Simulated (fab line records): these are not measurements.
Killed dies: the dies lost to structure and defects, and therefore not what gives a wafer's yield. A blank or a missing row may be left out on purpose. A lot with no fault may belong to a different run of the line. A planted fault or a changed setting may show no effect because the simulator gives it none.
2 desks looking at one fault -- flow sky130 -- numbers are kept per desk, each desk with only its own; the story behind them comes last

METROLOGY DESK
What the gauges read, lot by lot, whatever tool the lot ran on: means of the sampled wafers that have a number. If a lot's mean is further than 4 standard deviations from the usual mean, the lot is out of limits and carries the mark OUT (the distance appears in the brackets).
Columns: A = FIELD_ISO_CVD_03_THK at SKY_FIELD_ISO_THK_MEAS_04, usual 164.4 nm; B = VT_ADJUST_NCORE_OVL at SKY_VT_ADJUST_NCORE_OVL_MEAS_08, usual -0.6 nm; C = SONOS_TUNNEL_OVL at SKY_SONOS_TUNNEL_OVL_MEAS_08, usual -1.9 nm
lot,first seen here,A,B,C
L782,day 1 17:18,162.3,0.4,-2.4
L783,day 1 21:33,162.6,0.8,-0.4
L785,day 2 06:13,162.4,0.8,-0.6
L786,day 2 09:29,164.9,-0.4,-1.6
L788,day 2 22:02,162.5,-1.6,-3.0
L790,day 3 06:46,164.7,-2.3,-1.8
L792,day 3 17:33,164.0,-0.2,-2.4
L793,day 3 22:08,164.4,-0.9,-0.8
L795,day 4 11:29,164.5,0.9,-3.6
L796,day 4 13:18,164.8,1.8,-1.9
L797,day 5 01:31,166.2,-0.7,-4.0
L801,day 5 17:21,166.6,-0.2,-1.8
L804,day 6 03:29,163.9,-2.9,0.1
L805,day 6 08:37,165.7,-2.4,-2.7
This desk's finding: nothing out of limits on any of the 14 lots.

FOR THE TOOL OWNER'S DESK: litho-track-01
At SKY_VT_ADJUST_NCORE_SOFTBAKE_03 (time 60 s), the tool's own readings, given per lot that ran on this tool as the mean of the sampled wafers with a number. If a lot's mean is further than 4 standard deviations from the usual mean, the lot is out of limits and carries the mark OUT (the distance appears in the brackets).
Columns: A = heater-power-total-W at SKY_VT_ADJUST_NCORE_SOFTBAKE_03, usual 56.59 W; B = plate-temp-C at SKY_VT_ADJUST_NCORE_SOFTBAKE_03, usual 90.02 C; C = run-length-s at SKY_VT_ADJUST_NCORE_SOFTBAKE_03, usual 89.19 s
lot,first seen here,A,B,C
L782,day 8 02:40,56.60,90.03,89.37
L790,day 10 19:26,56.60,89.93,89.32
L792,day 11 13:55,56.53,89.97,89.32
L795,day 12 11:07,56.62,89.96,89.21
L797,day 12 19:55,61.61 (+99 or more) OUT,-,76.12 (-87) OUT
L801,day 13 17:13,61.63 (+99 or more) OUT,-,76.12 (-87) OUT
Finding of this desk: L797, L801 out of limits; the first was L797 at day 12 19:55, on heater-power-total-W at SKY_VT_ADJUST_NCORE_SOFTBAKE_03. L782, L790, L792, L795: within limits.

TAKEN TOGETHER
An alarm could have come from the tool owner's desk at day 12 19:55, on L797, L801.
At the metrology desk, nothing out of limits was observed.
The metrology desk has L797, L801 on record, within its limits.
On litho-track-01, each named lot ran SKY_VT_ADJUST_NCORE_SOFTBAKE_03.

WHAT HAD BEEN PUT IN BY THE SIMULATOR
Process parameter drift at SKY_VT_ADJUST_NCORE_SOFTBAKE_03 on litho-track-01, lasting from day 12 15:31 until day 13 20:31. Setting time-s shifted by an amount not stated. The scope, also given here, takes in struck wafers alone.
Lots struck among those shown: L797, L801.
Each desk's first reading out of limits, in hours after the fault started: the tool owner's desk, 4.
